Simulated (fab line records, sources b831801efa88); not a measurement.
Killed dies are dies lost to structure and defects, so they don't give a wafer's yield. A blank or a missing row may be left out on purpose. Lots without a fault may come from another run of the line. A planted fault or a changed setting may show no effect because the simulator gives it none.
A struck lot beside a sound one | flow gf180mcu | 18 steps out of a route of 602
Sound: wafers L201.2, L201.4, L201.6. Struck: wafer L217.4. (L217.3, L217.5 of the same lot were not struck and are left out.) The cause comes at the end.
At each step with rows: each side's tool, then ch and its chambers, then its first start. Under that, the readings that differ: sound wafers | struck wafers | difference of the means | sigmas: that difference in standard deviations of wafers without a fault.
alike: readings whose means differ by less than 2 such deviations, and words and numbers that are the same on both sides. not compared: withheld readings, readings that some wafer has no value for, bounds like >300 that may hide the same value, and numbers for which the record gives no deviation and whose values overlap.
The two part at a step that has a row with sigmas, a row that says differs or no value, or rows on one side only. Numbers that don't overlap but have no deviation are shown without sigmas and don't part them. A reading that every wafer of one side lacks parts them only if that side has two wafers or more.

first, 5 steps without rows for these wafers: GF_VT_IMPLANT_COAT_13 (resist thk 1000 nm); GF_VT_IMPLANT_SOFTBAKE_14 (time 60 s); GF_VT_IMPLANT_EXPOSE_15 (exposes mask Nwell LV AREA, target cd 860 nm); GF_VT_IMPLANT_PEB_16; GF_VT_IMPLANT_DEVELOP_17 (develop time 60 s).
GF_VT_IMPLANT_OVL_MEAS_18:
  sound on overlay-02, day 6 18:24; struck on overlay-01, day 11 07:07
  reading                | sound        | struck | difference | sigmas
  VT_IMPLANT_01_OVL (nm) | 1.2 1.0 -0.3 | -2.0   | -2.6       | -2
then, 1 step without rows for these wafers: GF_VT_IMPLANT_IMPLANT_19.
GF_VT_IMPLANT_STRIP_20: strips in O2/N2.
  sound on plasma_asher-01 ch 0, day 6 18:35; struck on plasma_asher-04 ch 0, day 11 07:20
  alike: drypump_motor_current_A, heater_power_w, n2_flow_sccm, oes_product_au, strip_time_to_endpoint_s
  not compared: rf_hours_counter_h
GF_VT_IMPLANT_TW_MEAS_21:
  sound on film_metro-03, day 6 18:41; struck on film_metro-04, day 11 07:25
  alike: VT_IMPLANT_2_TW
then, 3 steps without rows for these wafers: GF_VT_IMPLANT_DEHYDRATE_22 (time 60 s); GF_VT_IMPLANT_HMDS_23 (prime time 60 s); GF_VT_IMPLANT_COAT_24 (resist thk 1000 nm).
GF_VT_IMPLANT_SOFTBAKE_25: time 60 s.
  sound on litho_track-03 ch 0, day 7 01:56; struck on litho_track-03 ch 0, day 11 16:34
  reading                  | sound             | struck | difference | sigmas
  heater_power_total_W (W) | 56.59 56.53 56.62 | 61.96  | +5.38      | +99 or more
  run_length_s (s)         | 89.24 89.44 89.47 | 74.99  | -14.39     | -96
then, 2 steps without rows for these wafers: GF_VT_IMPLANT_EXPOSE_26 (exposes mask LVPWELL HV AREA, target cd 860 nm); GF_VT_IMPLANT_PEB_27.
GF_VT_IMPLANT_DEVELOP_28: develop time 60 s.
  sound on litho_track-03 ch 0, day 7 09:20; struck on litho_track-03 ch 0, day 12 02:10
  not compared: model.NOVOLAK_of_VT_IMPLANT_COAT_24.thk_nm
GF_VT_IMPLANT_OVL_MEAS_29:
  sound on overlay-01, day 7 09:28; struck on overlay-02, day 12 02:16
  alike: VT_IMPLANT_02_OVL
GF_PASSIVATION_PROBE_99:
  the record has rows for the sound wafers here (prober-01, day 29 19:49) and none for the struck ones

WHERE THEY PART
First at GF_VT_IMPLANT_OVL_MEAS_18; last, within this record, at GF_PASSIVATION_PROBE_99.

WHY: what the simulator had put in
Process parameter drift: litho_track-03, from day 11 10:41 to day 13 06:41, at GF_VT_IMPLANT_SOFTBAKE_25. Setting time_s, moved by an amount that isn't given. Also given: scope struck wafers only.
